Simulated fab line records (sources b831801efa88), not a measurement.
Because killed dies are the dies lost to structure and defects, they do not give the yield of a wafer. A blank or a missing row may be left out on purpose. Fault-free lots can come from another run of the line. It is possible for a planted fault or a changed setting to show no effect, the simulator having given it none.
fab line records	flow gf180mcu
record: lots: 11	wafers: 33	lastDay: 34
route steps=602 shown VT_IMPLANT@126 HV_LDD@232 CONTACT@301 M1@315
lots that met no fault: taken from a fault-free run of the same line
startH: hours from the record's opening day to when the first of the lot's shown wafers began	waitH: time in hours since the lot's previous step	" the same as in the row above	L1.1+2: a single row standing in for several wafers	- value missing, or start not given	* or withheld: withheld	< > ~ a bound
route shown NAME@n: a module of which the file shows steps, and the number in the route of the first	usual: mean/standard deviation taken from wafers without a fault	same: alike in all rows	chamber/n: place in a boat	sites: per-site readings	_std_site: the values' standard deviation	_edge_site: mean of outer sites minus mean of inner sites	radiusMm: for every site, how far away it sits from the centre of the wafer	mask NAME#n: copy n	behind: the last tool/chamber to shape the wafer	hold: reason for holding the lot/hours on hold/outcome of the hold	device: names the non-switching transistor (n, p or np)	end of line: the same wafers' tests at the end of the route	a step with no rows: only its recipe	killed: dies that structure and defects cost at the first sort, which is not the same as the wafer's yield	map: shows each die of a wafer: x if killed, . if not, _ if none is there
set.NAME: the setting that was run; set.NAME@STEP: the one run at that earlier step	model.NAME: the simulator's own value behind a step, which no gauge read
route steps across a sampled set of lots; one table per step, one row per wafer
services: from which hour (startH, from the record's first day; less than 0 if before it) a tool's chamber was out of use, for how many hours, and why
== steps ==
step: GF_VT_IMPLANT_SOFTBAKE_36
recipe: tempC: 90	timeS: 60.86	resist: NOVOLAK
usual: plateSensorTCentreC: 90.757/0.0098	plateSensorTEdgeC: 90.830/0.011
same: timeS: 60.86
lot.wafer	tool	chamber	startH	waitH	plateSensorTCentreC	plateSensorTEdgeC
L922.4	lithoTrack-04	0	155.03	0.1	90.760	90.833
L922.5	"	0	"	"	90.766	90.818
L922.6	"	0	"	"	90.746	90.823
L929.1	lithoTrack-02	0	204.00	0.1	90.750	90.830
L929.2	"	0	"	"	90.766	90.835
L929.4	"	0	"	"	90.759	90.821
L930.1	lithoTrack-04	0	207.56	0.1	90.750	90.824
L930.3	"	0	"	"	90.767	90.834
L930.5	"	0	"	"	90.753	90.839
L935.2	lithoTrack-02	0	241.62	0.1	90.748	90.829
L935.4	"	0	"	"	90.758	90.831
L935.5	"	0	"	"	90.745	90.834
L936.1	lithoTrack-04	0	247.11	0.1	90.770	90.840
L936.2	"	0	"	"	90.756	90.803
L936.3	"	0	"	"	90.755	90.819
L938.2	lithoTrack-03	0	263.18	0.1	90.762	90.810
L938.3	"	0	"	"	90.750	90.827
L938.6	"	0	"	"	90.768	90.831
L939.2	lithoTrack-02	0	268.97	0.1	90.743	90.822
L939.5	"	0	"	"	90.755	90.834
L939.6	"	0	"	"	90.769	90.818
L941.1	lithoTrack-04	0	280.11	0.1	90.767	90.830
L941.2	"	0	"	"	90.762	90.823
L941.6	"	0	"	"	90.757	90.823
L942.1	lithoTrack-04	0	289.26	0.1	90.752	90.840
L942.4	"	0	"	"	90.757	90.825
L942.6	"	0	"	"	90.762	90.823
L943.2	lithoTrack-02	0	293.02	0.1	90.757	90.839
L943.3	"	0	"	"	90.771	90.837
L943.5	"	0	"	"	90.758	90.834
L944.1	lithoTrack-03	0	301.00	0.1	90.766	90.818
L944.3	"	0	"	"	90.748	90.825
L944.6	"	0	"	"	90.750	90.824
step: GF_HV_LDD_CVD_56
recipe: material: Si3N4	precursor: DCS/NH3	targetThkNm: 90	tempC: 770	timeS: 1543	pressureMtorr: 250
usual: spikeTcCentreC: 771.6/1.1	spikeTcLowerC: 771.0/1.2	spikeTcUpperC: 770.7/1.6	zonePowerCentrePct: 13.5/0.51	zonePowerLowerPct: 12.5/1.2
same: timeS: 1543
lot.wafer	tool	chamber	startH	waitH	spikeTcCentreC	spikeTcLowerC	spikeTcUpperC	zonePowerCentrePct	zonePowerLowerPct
L922.4	lpcvd-02	1	279.69	0.0	773.6	769.4	768.6	13.0	12.3
L922.5	"	1	"	"	772.1	769.9	770.2	13.0	12.2
L922.6	"	1	"	"	771.8	767.8	770.5	12.9	12.2
L929.1	lpcvd-01	1	340.34	0.1	748.2	773.9	775.4	7.2	15.8
L929.2	"	1	"	"	748.4	776.0	774.3	7.4	16.2
L929.4	"	1	"	"	748.0	772.5	773.5	7.3	16.0
L930.1	lpcvd-02	0	345.03	0.1	773.6	770.6	769.1	14.0	11.0
L930.3	"	0	"	"	771.2	771.7	771.2	14.2	10.6
L930.5	"	0	"	"	772.1	773.4	769.4	14.2	11.0
L935.2	lpcvd-02	0	385.64	0.0	773.4	771.9	770.3	14.4	11.0
L935.4	"	0	"	"	772.4	770.3	770.0	14.1	11.0
L935.5	"	0	"	"	772.8	769.4	770.5	14.3	11.0
L936.1	lpcvd-02	0	393.79	0.1	772.0	771.9	768.6	14.2	11.0
L936.2	"	0	"	"	772.8	770.3	768.7	14.4	10.8
L936.3	"	0	"	"	770.5	772.1	768.5	14.1	11.0
L938.2	lpcvd-01	1	411.23	0.0	771.5	772.0	772.3	12.9	12.8
L938.3	"	1	"	"	773.0	773.5	771.9	12.9	12.9
L938.6	"	1	"	"	772.2	772.9	772.3	13.0	12.9
L939.2	lpcvd-01	1	422.59	0.0	771.3	771.8	771.5	13.0	12.9
L939.5	"	1	"	"	769.7	771.5	771.7	13.1	13.0
L939.6	"	1	"	"	771.1	770.8	770.8	13.1	12.9
L941.1	lpcvd-01	0	433.18	0.1	771.7	771.5	772.2	13.6	14.1
L941.2	"	0	"	"	772.2	770.9	773.3	13.3	14.2
L941.6	"	0	"	"	770.2	770.8	771.8	13.8	14.0
L942.1	lpcvd-01	0	447.04	0.1	770.2	770.9	771.1	13.5	14.2
L942.4	"	0	"	"	770.8	772.5	772.9	13.4	14.3
L942.6	"	0	"	"	770.1	769.8	773.3	13.4	14.0
L943.2	lpcvd-02	0	447.99	0.0	770.6	770.1	768.5	14.1	10.8
L943.3	"	0	"	"	770.9	771.4	769.9	14.5	11.2
L943.5	"	0	"	"	771.9	772.4	769.8	14.3	11.0
L944.1	lpcvd-01	0	456.53	0.1	772.7	772.1	772.7	13.4	14.0
L944.3	"	0	"	"	771.2	771.8	770.8	13.3	14.3
L944.6	"	0	"	"	769.6	771.5	771.5	13.4	14.2
step: GF_HV_LDD_THK_MEAS_57
recipe: reads: Si3N4_of_HV_LDD_CVD_56
usual: HV_LDD_CVD_56_THK: 89.8/0.83
lot.wafer	tool	chamber	startH	waitH	hold	HV_LDD_CVD_56_THK[nm]
L922.4	filmMetro-03	-	281.15	0.0	-	89.4
L922.5	"	-	"	"	-	89.6
L922.6	"	-	"	"	-	88.9
L929.1	filmMetro-03	-	341.77	0.0	awaitDispo/0.2h/release	88.3
L929.2	"	-	"	"	awaitDispo/0.2h/release	87.2
L929.4	"	-	"	"	awaitDispo/0.2h/release	83.5
L929.1	filmMetro-03	-	341.99	0.2	-	88.4
L929.2	"	-	"	"	-	87.2
L929.4	"	-	"	"	-	83.5
L930.1	filmMetro-03	-	346.46	0.0	-	89.0
L930.3	"	-	"	"	-	88.9
L930.5	"	-	"	"	-	89.2
L935.2	filmMetro-01	-	387.08	0.0	-	90.0
L935.4	"	-	"	"	-	90.1
L935.5	"	-	"	"	-	90.1
L936.1	filmMetro-03	-	395.22	0.0	-	90.3
L936.2	"	-	"	"	-	90.0
L936.3	"	-	"	"	-	90.1
L938.2	filmMetro-01	-	412.67	0.0	-	90.5
L938.3	"	-	"	"	-	90.2
L938.6	"	-	"	"	-	90.3
L939.2	filmMetro-01	-	424.03	0.0	-	88.6
L939.5	"	-	"	"	-	88.7
L939.6	"	-	"	"	-	88.3
L941.1	filmMetro-03	-	434.61	0.0	-	89.6
L941.2	"	-	"	"	-	88.7
L941.6	"	-	"	"	-	89.4
L942.1	filmMetro-03	-	448.47	0.0	-	89.6
L942.4	"	-	"	"	-	89.2
L942.6	"	-	"	"	-	90.2
L943.2	filmMetro-04	-	449.43	0.0	-	90.7
L943.3	"	-	"	"	-	91.4
L943.5	"	-	"	"	-	90.8
L944.1	filmMetro-03	-	457.96	0.0	-	90.2
L944.3	"	-	"	"	-	90.6
L944.6	"	-	"	"	-	91.0
step: GF_HV_LDD_ETCHBACK_58
recipe: chemistry: CH3F/O2	target: Si3N4	stopOn: SiO2	sourceW: 400	biasW: 80	pressureMtorr: 25	ch3fFlowSccm: 40	O2_flow_sccm: 30	timeS: 100	targetDepthA: 900
usual: drypumpMotorCurrentA: 5.6/0.43	oesProductAu: 0.841/0.0058	throttleValvePct: 10.560/0.0095
same: timeS: 100
lot.wafer	tool	chamber	startH	waitH	hold	drypumpMotorCurrentA	oesProductAu	rfHoursCounterH	throttleValvePct
L922.4	rieDiel-02	2	281.18	0.0	-	5.7	0.844	84	10.553
L922.5	"	2	"	"	-	5.7	0.844	-	10.538
L922.6	"	1	"	"	-	5.8	0.840	-	10.538
L930.1	rieDiel-01	0	346.52	0.1	-	5.1	0.837	63	10.557
L930.3	"	2	"	"	-	5.3	0.829	66	10.564
L930.5	"	2	"	"	-	5.3	0.845	-	10.558
L929.1	rieDiel-02	2	348.57	6.6	awaitDispo/6.5h/release	5.7	0.838	86	10.560
L929.2	"	3	"	"	awaitDispo/6.5h/release	6.1	0.827	89	10.570
L929.4	"	0	"	"	awaitDispo/6.5h/release	6.1	0.809	2	10.568
L935.2	rieDiel-01	0	387.13	0.0	-	5.2	0.842	64	10.553
L935.4	"	1	"	"	-	5.4	0.846	-	10.547
L935.5	"	2	"	"	-	5.3	0.840	-	10.552
L936.1	rieDiel-01	1	395.28	0.1	-	5.4	0.844	72	10.560
L936.2	"	2	"	"	-	5.3	0.846	67	10.559
L936.3	"	0	"	"	-	5.1	0.839	64	10.560
L938.2	rieDiel-01	3	412.72	0.0	-	4.9	0.845	0	10.553
L938.3	"	1	"	"	-	5.4	0.843	73	10.558
L938.6	"	1	"	"	-	5.4	0.840	-	10.565
L939.2	rieDiel-01	0	424.08	0.0	-	5.1	0.835	65	10.562
L939.5	"	0	"	"	-	5.1	0.831	-	10.561
L939.6	"	1	"	"	-	5.4	0.836	-	10.560
L941.1	rieDiel-02	0	434.67	0.1	-	6.1	0.844	5	10.573
L941.2	"	2	"	"	-	5.7	0.841	89	10.565
L941.6	"	1	"	"	-	5.8	0.846	-	10.553
L942.1	rieDiel-01	3	448.53	0.1	-	4.9	0.841	1	10.564
L942.4	"	2	"	"	-	5.3	0.838	69	10.568
L942.6	"	0	"	"	-	5.2	0.842	-	10.554
L943.2	rieDiel-01	1	449.48	0.0	-	5.4	0.841	74	10.579
L943.3	"	3	"	"	-	4.9	0.851	1	10.573
L943.5	"	2	"	"	-	5.3	0.841	-	10.566
L944.1	rieDiel-01	2	458.02	0.1	-	5.3	0.847	69	10.554
L944.3	"	0	"	"	-	5.2	0.847	66	10.572
L944.6	"	1	"	"	-	5.4	0.844	-	10.559
step: GF_CONTACT_CD_MEAS_14
recipe: targetCdNm: 220
usual: cdNm: 219.7/1.4
lot.wafer	tool	chamber	startH	waitH	cdNm
L922.4	cdSem-02	-	366.76	0.1	220.0
L922.5	"	-	"	"	220.6
L922.6	"	-	"	"	219.5
L929.1	cdSem-01	-	434.35	0.1	219.5
L929.2	"	-	"	"	216.9
L929.4	"	-	"	"	219.0
L930.1	cdSem-01	-	440.55	0.1	220.6
L930.3	"	-	"	"	221.3
L930.5	"	-	"	"	220.5
L935.2	cdSem-01	-	484.22	0.1	218.5
L935.4	"	-	"	"	218.1
L935.5	"	-	"	"	217.0
L936.1	cdSem-02	-	496.80	0.1	220.4
L936.2	"	-	"	"	220.6
L936.3	"	-	"	"	219.7
L938.2	cdSem-01	-	510.57	0.1	218.0
L938.3	"	-	"	"	219.0
L938.6	"	-	"	"	219.2
L939.2	cdSem-01	-	523.26	0.1	219.8
L939.5	"	-	"	"	218.8
L939.6	"	-	"	"	218.7
L941.1	cdSem-02	-	532.60	0.1	218.5
L941.2	"	-	"	"	218.9
L941.6	"	-	"	"	219.7
L942.1	cdSem-02	-	545.15	0.1	221.5
L942.4	"	-	"	"	221.0
L942.6	"	-	"	"	221.0
L943.2	cdSem-02	-	545.57	0.1	220.4
L943.3	"	-	"	"	217.4
L943.5	"	-	"	"	218.7
L944.1	cdSem-02	-	554.24	0.1	219.9
L944.3	"	-	"	"	220.8
L944.6	"	-	"	"	219.9
step: GF_M1_SPUTTER_00
recipe: material: Ti	targetThkNm: 37.5	arrivingIonEnergyEv: 80	substrateTempC: 200	chamberPressurePa: 2	powerW: 4000	timeS: 150
usual: throttleValvePct: 29.7/0.91
same: timeS: 150
lot.wafer	tool	chamber	startH	waitH	throttleValvePct
L922.4	pvdSputter-03	-	368.01	0.2	29.4
L922.5	"	-	"	"	29.6
L922.6	"	-	"	"	28.3
L929.1	pvdSputter-04	-	435.65	0.2	29.6
L929.2	"	-	"	"	28.7
L929.4	"	-	"	"	31.9
L930.1	pvdSputter-04	-	441.92	0.1	30.2
L930.3	"	-	"	"	28.9
L930.5	"	-	"	"	31.5
L935.2	pvdSputter-03	-	485.51	0.2	29.7
L935.4	"	-	"	"	28.3
L935.5	"	-	"	"	28.5
L936.1	pvdSputter-03	-	498.11	0.2	29.6
L936.2	"	-	"	"	29.0
L936.3	"	-	"	"	28.3
L938.2	pvdSputter-02	-	511.89	0.1	30.0
L938.3	"	-	"	"	31.3
L938.6	"	-	"	"	29.4
L939.2	pvdSputter-02	-	524.82	0.2	31.2
L939.5	"	-	"	"	29.8
L939.6	"	-	"	"	31.5
L941.1	pvdSputter-02	-	533.91	0.1	31.4
L941.2	"	-	"	"	29.5
L941.6	"	-	"	"	30.1
L942.1	pvdSputter-04	-	546.45	0.1	30.5
L942.4	"	-	"	"	28.8
L942.6	"	-	"	"	31.6
L943.2	pvdSputter-02	-	546.86	0.2	29.9
L943.3	"	-	"	"	29.4
L943.5	"	-	"	"	30.0
L944.1	pvdSputter-04	-	555.68	0.1	29.1
L944.3	"	-	"	"	29.2
L944.6	"	-	"	"	31.7
== services ==
tool	chamber	startH	hours	kind
pvdSputter-03	-	142.92	1.4	repair
rieDiel-01	2	186.43	5.3	repair
lpcvd-01	-	195.38	4.3	pm
rieDiel-02	-	198.06	1.1	repair
rieDiel-01	3	216.30	7.1	repair
rieDiel-02	-	227.47	1.0	repair
pvdSputter-03	-	237.09	7.6	repair
pvdSputter-04	-	238.31	1.6	repair
lpcvd-01	-	244.37	17.2	pm
pvdSputter-03	-	245.39	1.4	repair
rieDiel-02	0	270.66	4.0	repair
pvdSputter-04	-	271.55	8.4	repair
rieDiel-01	0	271.98	14.5	repair
pvdSputter-03	-	292.90	4.7	repair
pvdSputter-04	-	330.82	0.5	repair
rieDiel-01	1	391.42	3.5	repair
rieDiel-01	-	400.30	0.2	repair
lpcvd-01	-	406.33	2.8	pm
pvdSputter-04	-	408.07	0.9	repair
pvdSputter-04	-	438.55	2.6	repair
pvdSputter-02	-	478.40	4.0	repair
pvdSputter-02	-	482.60	2.0	repair
rieDiel-01	2	482.70	14.0	repair
lpcvd-02	-	539.58	2.5	repair
== key ==
firstSign: step: GF_HV_LDD_CVD_56	reading: spikeTcCentreC	direction: down	sigmas: 21	usual: 771.6	struck: 748.2
effect: step: GF_HV_LDD_CVD_56	reading: zonePowerCentrePct	direction: down	sigmas: 12	usual: 13.5	struck: 7.3
effect: step: GF_HV_LDD_THK_MEAS_57	reading: visit	direction: added
effect: step: GF_HV_LDD_ETCHBACK_58	reading: oesProductAu	direction: down	sigmas: 2.9	usual: 0.841	struck: 0.825
metAt GF_HV_LDD_CVD_56
struckLots L929
struckWafers L929.1,L929.2,L929.4
testerLeftOut L929
notActingAt GF_VT_IMPLANT_SOFTBAKE_36,GF_CONTACT_CD_MEAS_14,GF_M1_SPUTTER_00
fault: kind: processParameterDrift	tool: lpcvd-01	chamber: 1	onsetH: 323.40	steps: GF_HV_LDD_CVD_56	channel: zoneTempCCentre	offset: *	shape: step	endH: 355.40
testerLeftOut: of these lots the tester's yield and bins aren't shown, on N5 and GAA mostly nor the transistor test; their killed dies are dies lost to structure and defects alone, not to doping, threshold or leakage, so they don't give the yield
